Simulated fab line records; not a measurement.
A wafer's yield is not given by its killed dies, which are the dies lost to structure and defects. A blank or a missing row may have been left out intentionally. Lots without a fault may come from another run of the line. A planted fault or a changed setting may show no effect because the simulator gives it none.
A struck lot beside a sound one    flow sky130    15 out of 708 route steps
Sound: the wafers L404.2, L404.3, L404.4. Struck: wafers L410.2, L410.5 (left out: L410.3, a lot-mate that was not struck); the cause follows at the end.
At each step with rows: each side's tool, then ch and its chambers, then its first start. Under that, the readings that differ: sound wafers    struck wafers    difference of the means    sigmas: that difference in standard deviations of wafers without a fault.
alike: readings with means less than 2 such deviations apart, plus words and numbers identical on both sides. not compared: withheld readings, readings lacking a value on some wafer, bounds such as >300 that could conceal the same value, and numbers that have no deviation in the record and whose values overlap.
Wherever a step has rows on one side only, a row that says differs or no value, or a row with sigmas, the two part there. Numbers that have no deviation but don't overlap get no sigmas and don't part them. Lack of a reading on every wafer of one side parts them only where that side has two or more wafers.

SKY_CONTACT_ETCH_16: etches BARC in N2/H2, stops on SiO2, time 45.9 s, target depth 60 nm.
  sound on rieDiel-04 ch 1,2,3, day 34 04:31; struck on rieDiel-02 ch 3, day 35 21:10
reading    sound              struck         difference  sigmas
biasW (W)  99.96 99.68 99.44  100.14 100.49  +0.62       +2
  alike: drypumpMotorCurrentA, oesProductAu, throttleValvePct
  not compared: rfHoursCounterH
then, 1 step without rows for these wafers: SKY_CONTACT_ETCH_17 (etches SiO2 in C4F8/O2/Ar, stops on Si3N4, target depth 340 nm).
SKY_CONTACT_ETCH_18: etches Si3N4 in CHF3/O2, stops on TiN, time 39 s, target depth 75 nm.
  sound: rieDiel-04 ch 1,2,3; struck: rieDiel-02 ch 3
  alike: biasW, drypumpMotorCurrentA, oesProductAu, throttleValvePct
  not compared: rfHoursCounterH
SKY_CONTACT_STRIP_19: strips in O2/N2.
  sound on plasmaAsher-01 ch 0,1, day 34 04:38; struck on plasmaAsher-03 ch 0,1, day 35 21:17
  alike: drypumpMotorCurrentA, oesProductAu, stripTimeToEndpointS
  not compared: rfHoursCounterH
then, 4 steps without rows for these wafers: SKY_CONTACT_STRIP_20 (strips in post etch residue remover, time 1200 s); SKY_CONTACT_CLEAN_21 (cleans in IPA, time 180 s); SKY_CONTACT_CLEAN_22 (cleans in O3/DIW); SKY_CONTACT_SPUTTER_23 (material TiN, target thk 20 nm, time 80 s).
SKY_CONTACT_CVD_24: deposits W, target thk 340 nm, time 102.12 s.
  sound on cvdW-01 ch 0,1, day 34 05:20; struck on cvdW-01 ch 0,1, day 35 21:58
  alike: heaterPowerW
SKY_CONTACT_RS_MEAS_25: a four-point-probe measurement.
  sound on filmMetro-02, day 34 05:28; struck on filmMetro-02, day 35 22:06
  alike: CONTACT_W_RS
SKY_CONTACT_THK_MEAS_26: measures by xrf.
  sound on filmMetro-02, day 34 05:35; struck on filmMetro-02, day 35 22:13
  alike: CONTACT_W_THK
then, 1 step without rows for these wafers: SKY_CONTACT_CMP_27 (polishes, stops on SiO2, t overpolish 15 s, target thk 0 nm).
SKY_METAL1_SPUTTER_00: material Ti, target thk 15 nm, time 10 s.
  sound on pvdSputter-03, day 34 05:56; struck on pvdSputter-03, day 35 22:34
reading                                   sound              struck       difference  sigmas
model.Ti_of_METAL1_SPUTTER_00.thkNm (nm)  14.76 14.86 14.91  4.334 4.367  -10.493     
  alike: throttleValvePct
SKY_METAL1_SPUTTER_01: material TiN, target thk 20 nm, time 16.7 s.
  sound on pvdSputter-03, day 34 05:57; struck on pvdSputter-03, day 35 22:35
  alike: throttleValvePct
-- the record jumps here: 13 days lie between the struck wafers' starts before and after (it left off in module METAL1 and takes up again in module PAD_OPEN, whose first step shown is number 708 of the route) --
SKY_PAD_OPEN_PROBE_99:
  record: rows for the struck wafers here (prober-01, day 49 05:34), none for the sound ones

WHERE THEY PART
At SKY_CONTACT_ETCH_16 first; at SKY_PAD_OPEN_PROBE_99 last (within this record only).

WHY: what had been put in by the simulator
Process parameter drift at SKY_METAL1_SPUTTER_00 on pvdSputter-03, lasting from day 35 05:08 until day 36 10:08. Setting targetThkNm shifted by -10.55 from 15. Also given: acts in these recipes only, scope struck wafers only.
